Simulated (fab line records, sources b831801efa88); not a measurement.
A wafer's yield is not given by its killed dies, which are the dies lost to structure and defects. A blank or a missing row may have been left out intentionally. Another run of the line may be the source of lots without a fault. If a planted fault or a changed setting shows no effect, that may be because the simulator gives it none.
fab line records    flow sky130
record: lots: 12  wafers: 36  last_day: 50
route steps=708 shown CONTACT@430 METAL4@629 VIA4@660 PAD_OPEN@708
lots untouched by any fault: they come from a run of this same line in which no faults occurred
start_h: start of the lot's first displayed wafer, in hours after the record's first day    wait_h: how many hours have passed since the lot's step before this one    " identical to the entry in the row above    L1.1+2: several wafers, shown together as one row    - no value present, or no start provided    * or withheld: withheld    < > ~ a bound
route shown NAME@n: NAME is a module with steps in the file, n the number in the route of the first one    usual: mean and standard deviation over wafers with no fault    same: alike in all rows    chamber/n: place in a boat    sites: readings site by site    _std_site: standard deviation across them    _edge_site: outer sites' mean less inner sites'    radius_mm: for every site, how far away it sits from the centre of the wafer    mask NAME#n: copy n    behind: the last tool/chamber to shape the wafer    hold: what put the lot on hold/how long, in hours/how the hold closed    device: transistor that didn't switch, given as n, p or np    end of line: tests run on the same wafers once the route is complete    where a step has no rows: the recipe by itself    killed: not the wafer's yield, but the dies lost to structure and defects at the first sort    map: shows each die of a wafer: x if killed, . if not, _ if none is there
set.NAME: the setting as run; set.NAME@STEP: as run at that earlier step    model.NAME: the simulator's own value behind a step, which no gauge read
route steps across a sampled set of lots; one table per step, one row per wafer
services: a tool's chamber out of use, with start hour (start_h, from the record's first day; less than 0 if before it), hours out, and reason
== steps ==
step: SKY_CONTACT_CVD_24
recipe: material: W  target_thk_nm: 340  time_s: 102.12  temp_c: 400  pressure_torr: 40
usual: heater_power_w: 852/54
lot.wafer  tool      chamber  start_h  wait_h  heater_power_w
L922.1     cvd_w-01  0        737.73   0.0     864
L922.3     "         0        "        "       867
L922.5     "         1        "        "       766
L923.2     cvd_w-02  0        741.04   0.0     901
L923.3     "         0        "        "       906
L923.5     "         1        "        "       864
L924.2     cvd_w-01  1        748.89   0.0     759
L924.3     "         1        "        "       755
L924.4     "         0        "        "       841
L925.1     cvd_w-01  0        759.09   0.0     874
L925.5     "         0        "        "       848
L925.6     "         1        "        "       766
L929.2     cvd_w-02  0        808.32   0.0     892
L929.4     "         0        "        "       915
L929.5     "         1        "        "       887
L933.1     cvd_w-02  0        824.99   0.0     895
L933.5     "         1        "        "       854
L933.6     "         0        "        "       911
L936.4     cvd_w-01  0        840.13   0.1     867
L936.5     "         1        "        "       768
L936.6     "         0        "        "       860
L935.1     cvd_w-02  1        846.96   0.0     859
L935.3     "         1        "        "       862
L935.5     "         0        "        "       910
L937.2     cvd_w-01  1        854.96   0.0     767
L937.4     "         1        "        "       772
L937.5     "         0        "        "       850
L939.4     cvd_w-01  0        859.92   0.1     888
L939.5     "         1        "        "       773
L939.6     "         0        "        "       860
L943.1     cvd_w-01  1        890.64   0.0     751
L943.4     "         0        "        "       844
L943.6     "         0        "        "       868
L945.1     cvd_w-02  1        902.50   0.0     889
L945.2     "         0        "        "       907
L945.3     "         1        "        "       875
step: SKY_METAL4_CD_MEAS_13
recipe: target_cd_nm: 300
usual: cd_nm: 300.0/1.3
lot.wafer  tool       chamber  start_h  wait_h  cd_nm
L922.1     cd_sem-01  -        981.05   -       299.3
L922.3     "          -        "        "       300.5
L922.5     "          -        "        "       301.6
L923.2     cd_sem-02  -        983.62   -       300.5
L923.3     "          -        "        "       300.8
L923.5     "          -        "        "       300.3
L924.2     cd_sem-01  -        994.87   -       299.7
L924.3     "          -        "        "       301.7
L924.4     "          -        "        "       301.4
L925.1     cd_sem-02  -        1003.15  -       300.7
L925.5     "          -        "        "       300.5
L925.6     "          -        "        "       300.2
L929.2     cd_sem-02  -        1047.22  -       301.2
L929.4     "          -        "        "       299.3
L929.5     "          -        "        "       299.6
L933.1     cd_sem-02  -        1054.44  -       301.5
L933.5     "          -        "        "       300.7
L933.6     "          -        "        "       300.6
L936.4     cd_sem-02  -        1072.21  -       298.8
L936.5     "          -        "        "       298.6
L936.6     "          -        "        "       300.0
L935.1     cd_sem-02  -        1075.70  -       299.7
L935.3     "          -        "        "       297.2
L935.5     "          -        "        "       297.2
L937.2     cd_sem-02  -        1080.57  -       300.4
L937.4     "          -        "        "       300.4
L937.5     "          -        "        "       300.0
L939.4     cd_sem-01  -        1088.76  -       299.7
L939.5     "          -        "        "       299.6
L939.6     "          -        "        "       298.5
L943.1     cd_sem-01  -        1113.20  -       300.0
L943.4     "          -        "        "       300.1
L943.6     "          -        "        "       300.7
L945.1     cd_sem-02  -        1120.30  -       302.2
L945.2     "          -        "        "       301.3
L945.3     "          -        "        "       301.1
step: SKY_METAL4_ETCH_17
recipe: target: SiO2  stop_on: TiN  chemistry: C4F8/O2/Ar  source_w: 1500  bias_w: 1200  pressure_mtorr: 40  c4f8_flow_sccm: withheld  O2_flow_sccm: 6  Ar_flow_sccm: 300  time_s: 3.9  target_depth_a: 150
usual: oes_product_au: 0.756/0.006  rf_fwd_power_W: 1469/8.5
lot.wafer  tool         chamber  start_h  wait_h  oes_product_au  rf_fwd_power_W  rf_hours_counter_h
L922.1     rie_diel-03  2        981.34   0.1     0.757           1483            8
L922.3     "            0        "        "       0.758           1462            4
L922.5     "            2        "        "       0.763           1483            -
L923.2     rie_diel-03  1        983.89   0.1     0.757           1456            3
L923.3     "            2        "        "       0.752           1479            8
L923.5     "            3        "        "       0.754           1469            -
L924.2     rie_diel-03  2        995.13   0.1     0.748           1479            8
L924.3     "            1        "        "       0.746           1465            3
L924.4     "            3        "        "       0.753           1476            20
L925.1     rie_diel-03  2        1003.43  0.1     0.755           1474            8
L925.5     "            0        "        "       0.757           1457            -
L925.6     "            3        "        "       0.763           1476            -
L929.2     rie_diel-03  0        1047.49  0.1     0.747           1463            6
L929.4     "            3        "        "       0.757           1472            21
L929.5     "            0        "        "       0.761           1459            -
L933.1     rie_diel-03  0        1054.86  0.2     0.760           1466            7
L933.5     "            2        "        "       0.758           1477            -
L933.6     "            1        "        "       0.764           1461            -
L936.4     rie_diel-03  0        1072.44  0.0     0.754           1465            7
L936.5     "            3        "        "       0.756           1470            -
L936.6     "            2        "        "       0.762           1483            -
L935.1     rie_diel-04  2        1075.99  0.1     0.762           1468            8
L935.3     "            3        "        "       0.752           1453            12
L935.5     "            2        "        "       0.760           1466            -
L937.2     rie_diel-03  2        1080.83  0.1     0.761           1483            11
L937.4     "            1        "        "       0.763           1464            6
L937.5     "            0        "        "       0.766           1460            -
L939.4     rie_diel-01  2        1088.98  0.0     0.755           1472            23
L939.5     "            2        "        "       0.764           1478            -
L939.6     "            3        "        "       0.766           1466            -
L943.1     rie_diel-04  1        1113.49  0.1     0.755           1482            19
L943.4     "            3        "        "       0.756           1470            13
L943.6     "            0        "        "       0.755           1468            -
L945.1     rie_diel-01  3        1120.58  0.1     0.751           1465            25
L945.2     "            0        "        "       0.755           1485            24
L945.3     "            1        "        "       0.749           1459            18
step: SKY_VIA4_CMP_21
recipe: stop_on: SiO2  t_overpolish_s: 25  down_force_psi: 3.5  platen_rpm: 60  target_thk_nm: 0  pad_velocity_m_s: 0.94248
usual: motor_current_A: 10.6/0.97  overpolish_run_s: 24.999/0.0093  time_to_endpoint_s: 122/3.6
lot.wafer  tool    chamber  start_h  wait_h  motor_current_A  overpolish_run_s  time_to_endpoint_s
L922.1     cmp-01  3        1007.59  0.1     11.9             24.986            115
L922.3     "       0        "        "       10.7             24.982            114
L922.5     "       0        "        "       11.0             24.988            112
L923.3     cmp-02  2        1009.81  0.1     9.8              25.004            127
L923.2     "       0        "        "       10.4             25.009            121
L923.5     "       1        "        "       9.8              25.002            121
L924.4     cmp-02  0        1020.36  0.0     10.1             25.014            122
L924.2     "       1        "        "       10.1             24.988            124
L924.3     "       2        "        "       9.7              25.003            122
L925.1     cmp-02  2        1028.89  0.1     9.4              25.014            128
L925.5     "       0        "        "       10.2             25.001            121
L925.6     "       1        "        "       9.7              24.982            123
L929.2     cmp-01  2        1071.61  0.0     11.7             25.009            120
L929.4     "       1        "        "       9.1              24.987            119
L929.5     "       3        "        "       11.7             24.992            116
L933.1     cmp-01  1        1079.88  0.1     10.0             24.999            120
L933.6     "       3        "        "       11.8             24.995            117
L933.5     "       0        "        "       10.4             24.992            116
L936.4     cmp-02  3        1095.57  0.1     11.8             25.006            123
L936.5     "       2        "        "       9.6              25.003            122
L936.6     "       3        "        "       12.0             24.991            127
L935.3     cmp-02  2        1099.67  0.1     9.9              25.001            124
L935.1     "       3        "        "       12.6             24.996            125
L935.5     "       1        "        "       9.6              24.996            127
L937.4     cmp-02  3        1104.59  0.5     11.1             25.004            116
L937.2     "       1        "        "       9.2              24.997            122
L937.5     "       2        "        "       10.0             25.013            119
L939.4     cmp-01  3        1111.53  0.0     11.6             24.990            121
L939.5     "       3        "        "       11.6             25.001            117
L939.6     "       0        "        "       10.6             25.005            116
L943.1     cmp-01  1        1135.81  0.1     9.8              24.981            121
L943.4     "       3        "        "       11.0             24.997            125
L943.6     "       0        "        "       10.8             24.993            126
L945.3     cmp-01  3        1143.04  0.0     11.3             25.018            127
L945.2     "       0        "        "       11.1             24.995            118
L945.1     "       2        "        "       11.7             25.010            119
step: SKY_PAD_OPEN_PROBE_99
usual: killed_at_M0_to_M3: 44/7.1  killed_at_M4_up: 3.1/1.9  killed_at_contacts: 25/5.8  killed_at_front_end: 16/4.5  killed_at_other: 0.3/0.52  killed_dies: 88/9.1  killed_open: 48/6.8  killed_short: 39/5.8
same: gross_dies: 492  killed_at_back_side: 0
lot.wafer  tool       chamber  start_h  wait_h  killed_at_M0_to_M3  killed_at_M4_up  killed_at_contacts  killed_at_front_end  killed_at_other  killed_dies  killed_open  killed_short
L933.1     prober-02  -        1143.34  0.1     35                  4                52                  11                   0                102          39           35
L933.5     prober-02  -        1143.54  0.2     40                  4                77                  21                   0                142          59           34
L933.6     prober-02  -        1143.59  0.2     41                  1                52                  19                   0                113          48           40
L935.1     prober-01  -        1161.12  0.1     42                  4                71                  8                    0                125          42           34
L935.3     prober-01  -        1161.22  0.2     48                  6                65                  16                   0                135          49           40
L935.5     prober-01  -        1161.32  0.2     45                  2                45                  14                   0                106          45           40
killed by level:class
L933.1 CONTACT:unspecified=28 CONTACT:geometric_particle:open=10 VIA2:geometric_particle:open=9 VIA1:geometric_particle:open=8 LOCAL_INTERCONNECT:geometric_particle:short=5 METAL1:geometric_particle:short=5 POLY_GATE:geometric_particle:short=4 LI_CONTACT:geometric_particle:open=4
L933.5 CONTACT:unspecified=49 CONTACT:geometric_particle:open=14 VIA1:geometric_particle:open=10 VIA2:geometric_particle:open=8 POLY_GATE:geometric_particle:short=7 LI_CONTACT:geometric_particle:open=7 VIA3:geometric_particle:open=6 VIA1:geometric_particle:short=6
L933.6 CONTACT:unspecified=23 CONTACT:geometric_particle:open=10 VIA1:geometric_particle:open=10 LOCAL_INTERCONNECT:geometric_particle:short=7 FIELD_ISO:geometric_particle:open=6 LI_CONTACT:geometric_particle:open=6 CONTACT:geometric_particle:short=6 FIELD_ISO:geometric_particle:short=5
L935.1 CONTACT:unspecified=49 VIA1:geometric_particle:open=13 CONTACT:geometric_particle:open=7 VIA1:geometric_particle:short=7 LI_CONTACT:geometric_particle:open=6 METAL3:geometric_particle:short=6 VIA3:geometric_particle:open=4 POLY_GATE:geometric_particle:open=3
L935.3 CONTACT:unspecified=45 VIA1:geometric_particle:open=9 LI_CONTACT:geometric_particle:open=8 VIA3:geometric_particle:open=8 FIELD_ISO:geometric_particle:short=6 CONTACT:geometric_particle:open=6 METAL2:geometric_particle:short=6 VIA2:geometric_particle:open=6
L935.5 CONTACT:unspecified=21 VIA3:geometric_particle:open=11 LI_CONTACT:geometric_particle:open=8 VIA2:geometric_particle:open=7 FIELD_ISO:geometric_particle:short=6 CONTACT:geometric_particle:short=6 VIA1:geometric_particle:open=6 METAL2:geometric_particle:short=6
== services ==
tool         chamber  start_h  hours  kind
cmp-01       -        722.53   5.2    pm
cmp-02       -        744.00   4.0    pm
cmp-02       -        752.54   1.6    repair
rie_diel-03  1        785.65   4.7    repair
cmp-01       -        785.94   0.7    repair
cmp-02       -        851.36   11.3   repair
rie_diel-03  1        863.55   5.5    repair
cmp-02       -        870.86   1.5    repair
cmp-01       -        889.07   2.8    repair
cmp-02       -        895.24   4.6    pm
rie_diel-03  2        901.69   3.1    repair
cvd_w-01     -        904.00   14.0   pm
cmp-01       -        917.69   4.0    pm
rie_diel-03  0        917.70   12.1   repair
cmp-01       -        937.71   2.2    repair
rie_diel-03  3        958.09   16.4   repair
cmp-01       -        1000.66  0.3    repair
cvd_w-01     -        1005.02  6.9    pm
cmp-02       -        1021.85  4.3    pm
cmp-01       -        1039.16  4.1    pm
cvd_w-01     -        1056.14  2.9    repair
cmp-02       -        1084.28  4.0    pm
cmp-01       -        1101.44  6.3    repair
cmp-01       -        1126.00  1.5    repair
== key ==
first_sign: step: SKY_PAD_OPEN_PROBE_99  reading: killed_at_contacts  direction: up  sigmas: 6.2  usual: 25  struck: 60
effect: step: SKY_PAD_OPEN_PROBE_99  reading: killed_dies  direction: up  sigmas: 3.6  usual: 88  struck: 120  wafers_moved: 4
met_at SKY_CONTACT_CVD_24
struck_lots L933,L935
tester_left_out L933,L935
not_acting_at SKY_METAL4_CD_MEAS_13,SKY_METAL4_ETCH_17,SKY_VIA4_CMP_21
onset_between 808.32 824.99
fault: kind: chamber_particle_source  tool: cvd_w-02  chamber: -  onset_h: 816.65  steps: SKY_CONTACT_CVD_24  rate_per_visit_cm2: 0.68056  end_h: 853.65
tester_left_out: of these lots the tester's yield and bins aren't shown, on N5 and GAA mostly nor the transistor test; their killed dies are dies lost to structure and defects alone, not to doping, threshold or leakage, so they don't give the yield
